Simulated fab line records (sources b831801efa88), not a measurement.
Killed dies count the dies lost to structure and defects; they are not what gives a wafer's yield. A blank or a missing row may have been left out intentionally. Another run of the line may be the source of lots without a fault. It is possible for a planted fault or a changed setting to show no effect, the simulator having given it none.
Which of the tools did it? + flow gf180mcu + 12 lots, 36 wafers sampled, at 5 steps of a route of 602

## WHAT THE GAUGES SHOWED, per wafer
GF_M4_OVL_MEAS_15. Usual: M4_OVL 1 nm, standard deviation 4.8.
| lot  | measured     | on         | M4_OVL (nm) | flag |
|------|--------------|------------|-------------|------|
| L263 | day 23 07:16 | overlay-02 | 6 6 8       |      |
| L264 | day 23 18:07 | overlay-01 | 4 11 1      |      |
| L265 | day 23 23:37 | overlay-01 | 6 5 4       |      |
| L266 | day 24 12:16 | overlay-01 | 4 3 3       |      |
| L273 | day 26 19:01 | overlay-01 | -4 3 0      |      |
| L274 | day 27 01:04 | overlay-02 | -5 -5 1     |      |
| L275 | day 27 12:10 | overlay-01 | 1 8 4       |      |
| L277 | day 28 02:55 | overlay-02 | 5 0 6       |      |
| L282 | day 29 13:46 | overlay-01 | -2 5 4      |      |
| L283 | day 29 19:31 | overlay-02 | -1 4 -4     |      |
| L284 | day 30 02:01 | overlay-02 | 8 4 8       |      |
| L285 | day 30 07:01 | overlay-01 | 7 -2 -1     |      |

GF_MIM_THK_MEAS_06. Usual: MIM_CVD_05_THK 42.3 nm, standard deviation 0.57.
| lot  | measured     | on           | MIM_CVD_05_THK (nm) | flag |
|------|--------------|--------------|---------------------|------|
| L263 | day 24 08:42 | filmMetro-01 | 42.1 43.1 43.4      |      |
| L264 | day 24 19:16 | filmMetro-02 | 41.9 41.9 42.6      |      |
| L265 | day 25 00:47 | filmMetro-02 | 41.8 42.3 41.9      |      |
| L266 | day 25 12:56 | filmMetro-01 | 43.1 43.3 43.1      |      |
| L273 | day 27 18:19 | filmMetro-01 | 42.4 42.7 42.9      |      |
| L274 | day 28 00:21 | filmMetro-01 | 42.1 41.8 42.4      |      |
| L275 | day 28 11:16 | filmMetro-02 | 41.7 50.1 50.6      | OFF  |
| L277 | day 29 01:53 | filmMetro-02 | 41.6 42.3 42.5      |      |
| L282 | day 30 11:16 | filmMetro-02 | 42.3 42.2 42.5      |      |
| L283 | day 30 17:05 | filmMetro-02 | 42.0 43.0 42.6      |      |
| L284 | day 30 23:11 | filmMetro-01 | 42.7 42.3 42.6      |      |
| L285 | day 31 03:31 | filmMetro-02 | 41.6 42.6 42.2      |      |

GF_M5_CD_MEAS_07: the cd target is 280 nm. Usual: 279.9 nm for cdNm, sd 1.4.
| lot  | measured     | on       | cdNm (nm)         | flag |
|------|--------------|----------|-------------------|------|
| L263 | day 26 04:30 | cdSem-01 | 279.0 277.5 277.6 |      |
| L264 | day 26 15:11 | cdSem-02 | 278.1 278.4 279.3 |      |
| L265 | day 26 18:43 | cdSem-01 | 279.6 279.2 278.1 |      |
| L266 | day 27 07:21 | cdSem-01 | 283.0 281.8 281.4 |      |
| L273 | day 29 09:22 | cdSem-02 | 279.9 279.7 281.6 |      |
| L274 | day 29 15:23 | cdSem-02 | 277.8 278.5 277.9 |      |
| L275 | day 30 01:28 | cdSem-01 | 279.4 279.4 278.7 |      |
| L277 | day 30 15:03 | cdSem-02 | 281.8 281.7 282.5 |      |
| L282 | day 31 22:50 | cdSem-01 | 280.3 279.7 280.2 |      |
| L283 | day 32 03:40 | cdSem-01 | 279.8 280.0 279.5 |      |
| L284 | day 32 09:13 | cdSem-01 | 279.9 280.1 281.3 |      |
| L285 | day 32 13:39 | cdSem-01 | 279.2 278.7 279.6 |      |

## EACH LOT AND THE TOOL THAT RAN IT (in order: tool; ch and the chambers of the sampled wafers; start)
| lot  | GF_MIM_CVD_05                   | GF_MIM_STRIP_20                     |
|------|---------------------------------|-------------------------------------|
| L263 | pecvd-01 ch 0,1,2, day 24 08:39 | plasmaAsher-01 ch 0, day 25 06:39   |
| L264 | pecvd-04 ch 0,2, day 24 19:12   | plasmaAsher-01 ch 0,1, day 25 17:20 |
| L265 | pecvd-01 ch 0,1,2, day 25 00:45 | plasmaAsher-04 ch 0,1, day 25 21:52 |
| L266 | pecvd-02 ch 1,2, day 25 12:52   | plasmaAsher-04 ch 0,1, day 26 10:01 |
| L273 | pecvd-04 ch 0,2, day 27 18:16   | plasmaAsher-03 ch 0,1, day 28 14:11 |
| L274 | pecvd-01 ch 0,2, day 28 00:18   | plasmaAsher-04 ch 0, day 28 19:57   |
| L275 | pecvd-02 ch 0,2, day 28 11:13   | plasmaAsher-03 ch 0,1, day 29 06:16 |
| L277 | pecvd-01 ch 0,1,2, day 29 01:50 | plasmaAsher-04 ch 0,1, day 29 20:23 |
| L282 | pecvd-04 ch 0,1, day 30 11:13   | plasmaAsher-04 ch 0,1, day 31 05:05 |
| L283 | pecvd-02 ch 0,1,2, day 30 17:04 | plasmaAsher-03 ch 0,1, day 31 10:41 |
| L284 | pecvd-02 ch 0,2, day 30 23:09   | plasmaAsher-04 ch 0,1, day 31 16:24 |
| L285 | pecvd-04 ch 0,2, day 31 03:29   | plasmaAsher-01 ch 0,1, day 31 20:19 |
- GF_MIM_CVD_05: deposits Si3N4, target thk 42 nm, time 29.086 s.
- GF_MIM_STRIP_20: strips in O2/N2.

## AS READ BY THE TOOLS THEMSELVES (means over the sampled wafers that have a number; for cases with no such wafer, the mark the record gives instead)
GF_MIM_CVD_05. Usual: heaterPowerW 684 W, standard deviation 140; runLengthS 56.9 s, standard deviation 0.53.
| lot  | tool     | heaterPowerW (W) | runLengthS (s) | flag |
|------|----------|------------------|----------------|------|
| L263 | pecvd-01 | 580              | 57.2           |      |
| L264 | pecvd-04 | 731              | 56.7           |      |
| L265 | pecvd-01 | 632              | 57.4           |      |
| L266 | pecvd-02 | 757              | 56.7           |      |
| L273 | pecvd-04 | 728              | 56.9           |      |
| L274 | pecvd-01 | 555              | 57.6           |      |
| L275 | pecvd-02 | 721              | 61.1           | OFF  |
| L277 | pecvd-01 | 658              | 57.4           |      |
| L282 | pecvd-04 | 559              | 56.8           |      |
| L283 | pecvd-02 | 716              | 56.9           |      |
| L284 | pecvd-02 | 683              | 56.9           |      |
| L285 | pecvd-04 | 760              | 56.8           |      |

GF_MIM_STRIP_20. Usual: drypumpMotorCurrentA 5.8 A, standard deviation 0.56; heaterPowerW 337 W, standard deviation 28; oesProductAu 0.691 a.u., standard deviation 0.0052; stripTimeToEndpointS 11.20 s, standard deviation 0.041.
| lot  | tool           | drypumpMotorCurrentA (A) | heaterPowerW (W) | oesProductAu (a.u.) | stripTimeToEndpointS (s) | flag |
|------|----------------|--------------------------|------------------|---------------------|--------------------------|------|
| L263 | plasmaAsher-01 | 5.3                      | 329              | 0.694               | 11.21                    |      |
| L264 | plasmaAsher-01 | 5.7                      | 350              | 0.698               | 11.22                    |      |
| L265 | plasmaAsher-04 | 6.0                      | 340              | 0.691               | 11.24                    |      |
| L266 | plasmaAsher-04 | 6.0                      | 334              | 0.690               | 11.20                    |      |
| L273 | plasmaAsher-03 | 5.7                      | 346              | 0.690               | 11.21                    |      |
| L274 | plasmaAsher-04 | 5.9                      | 330              | 0.692               | 11.24                    |      |
| L275 | plasmaAsher-03 | 5.2                      | 319              | 0.685               | 11.16                    |      |
| L277 | plasmaAsher-04 | 6.0                      | 338              | 0.688               | 11.19                    |      |
| L282 | plasmaAsher-04 | 6.0                      | 331              | 0.690               | 11.18                    |      |
| L283 | plasmaAsher-03 | 5.2                      | 320              | 0.690               | 11.14                    |      |
| L284 | plasmaAsher-04 | 6.0                      | 327              | 0.687               | 11.16                    |      |
| L285 | plasmaAsher-01 | 6.2                      | 360              | 0.686               | 11.22                    |      |

## THE ANSWER, worked out from the rows above alone
Rule: a lot is off if the mean of its wafers that have a number lies more than 3 standard deviations from the usual mean. Also off: a lot with no number at a reading for which 4 or more lots have one. The other lots that the step has rows for count as sound. After the gauges, taken in route order, come the tools' own readings; for these a lot's mean is taken, as printed above. The first step at which some lot is off is used, and at that step the reading that is off furthest; a lot without a number counts as furthest.
Off: L275, seen at GF_MIM_THK_MEAS_06 (MIM_CVD_05_THK).
If a tool, at a process step before that reading, ran all the lots that are off and no sound lot after the first of them, it fits. The gauges at GF_MIM_THK_MEAS_06 aren't tried: what is off there is off at GF_MIM_CVD_05 too, on other tools, and a gauge's error can't cause that. Not one of the candidates tried fits.

## WHAT THE SIMULATOR HAD PUT IN
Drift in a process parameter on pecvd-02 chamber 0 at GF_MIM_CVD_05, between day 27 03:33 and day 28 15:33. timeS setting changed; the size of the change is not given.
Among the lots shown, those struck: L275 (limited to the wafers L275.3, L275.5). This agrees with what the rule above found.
